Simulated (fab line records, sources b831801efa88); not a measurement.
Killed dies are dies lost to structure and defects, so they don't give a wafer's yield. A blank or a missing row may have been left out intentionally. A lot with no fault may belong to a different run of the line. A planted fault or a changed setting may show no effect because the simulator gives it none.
Split-lot experiment -- flow gf180mcu -- route with 602 steps; 5 lots, 23 wafers read

== ABOUT THE SPLIT ==
At GF_LVPWELL_IMPLANT_08, the setting doseCm2 was moved away from the recipe's 1.5e+13 on 9 of the 23 wafers read, by -12.3% to +12.0%. For the rest of the wafers, this setting stayed at what the recipe calls for.

== FROM THE SPLIT TO THE READING: what the file shows between them, 2 steps ==
- GF_LVPWELL_IMPLANT_09
- GF_LVPWELL_STRIP_10: strips in O2/N2

== THE READING ==
LVPWELL_TW, at GF_LVPWELL_TW_MEAS_11. On this fab line, fault-free wafers typically give 562 with a standard deviation of 3.3.

wafer,"tool, chamber at the split",doseCm2 as run,against the recipe,LVPWELL_TW,against lot-mates on the recipe
L074.1,"implanter-04, 0",1.645e+13,+9.7%,581,+17
L074.2,"implanter-04, 0",1.5e+13,recipe,562,-
L074.3,"implanter-04, 0",1.5e+13,recipe,563,-
L074.4,"implanter-04, 0",1.5e+13,recipe,568,-
L074.6,"implanter-04, 0",1.645e+13,+9.7%,578,+14
L077.1,"implanter-01, 0",1.5e+13,recipe,560,-
L077.2,"implanter-01, 0",1.428e+13,-4.8%,556,-3
L077.4,"implanter-01, 0",1.428e+13,-4.8%,555,-4
L077.5,"implanter-01, 0",1.428e+13,-4.8%,554,-5
L077.6,"implanter-01, 0",1.5e+13,recipe,558,-
L081.2,"implanter-01, 0",1.5e+13,recipe,563,-
L081.4,"implanter-01, 0",1.5e+13,recipe,558,-
L081.6,"implanter-01, 0",1.5e+13,recipe,565,-
L082.1,"implanter-04, 0",1.316e+13,-12.3%,545,-17
L082.3,"implanter-04, 0",1.5e+13,recipe,560,-
L082.4,"implanter-04, 0",1.5e+13,recipe,562,-
L082.5,"implanter-04, 0",1.5e+13,recipe,563,-
L082.6,"implanter-04, 0",1.316e+13,-12.3%,542,-20
L085.1,"implanter-01, 0",1.68e+13,+12.0%,571,+15
L085.2,"implanter-01, 0",1.68e+13,+12.0%,570,+14
L085.3,"implanter-01, 0",1.5e+13,recipe,555,-
L085.4,"implanter-01, 0",1.5e+13,recipe,556,-
L085.6,"implanter-01, 0",1.5e+13,recipe,556,-

FIT RESULTS
A straight line over all 23 wafers: LVPWELL_TW changes by +1.31 for each +1% of doseCm2; r = +0.90; the points scatter about the line by 4.
The same after taking each lot's own level away (the mean of its wafers on the recipe; 23 wafers): +1.36 for each +1%; r = +0.97; scatter 2.2.
Per that fit: largest doseCm2 move, reading shift of 17.
Measured against the standard deviation above, the lots' own levels, which go from 555.7 to 564.3, span 2.6 times it.
So the lot-to-lot level changes the slope little: the two slopes agree.
Check: for one of the wafers moved furthest among these (-12.3%), held out of the fit, the line's prediction against its lot-mates is -16.4. It came out at -16.7 against them.

== OTHER SPLITS APPLIED TO THESE WAFERS ==
Note: prior to the reading, these wafers also went through further splits. Each is held against what the fit with the lots' levels taken away leaves over:
other split on the same wafers,wafers away from the commonest value,r with LVPWELL_TW (lot level and that fit taken away)
GF_STI_CVD_03 tempC,10,-0.13
GF_STI_SOFTBAKE_08 tempC,5,-0.11
GF_LVPWELL_COAT_02 spinRpm,11,+0.15

== THE FILE'S OWN FIT ==
LVPWELL_TW changes by +1.38 for each +1% of doseCm2, r = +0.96.
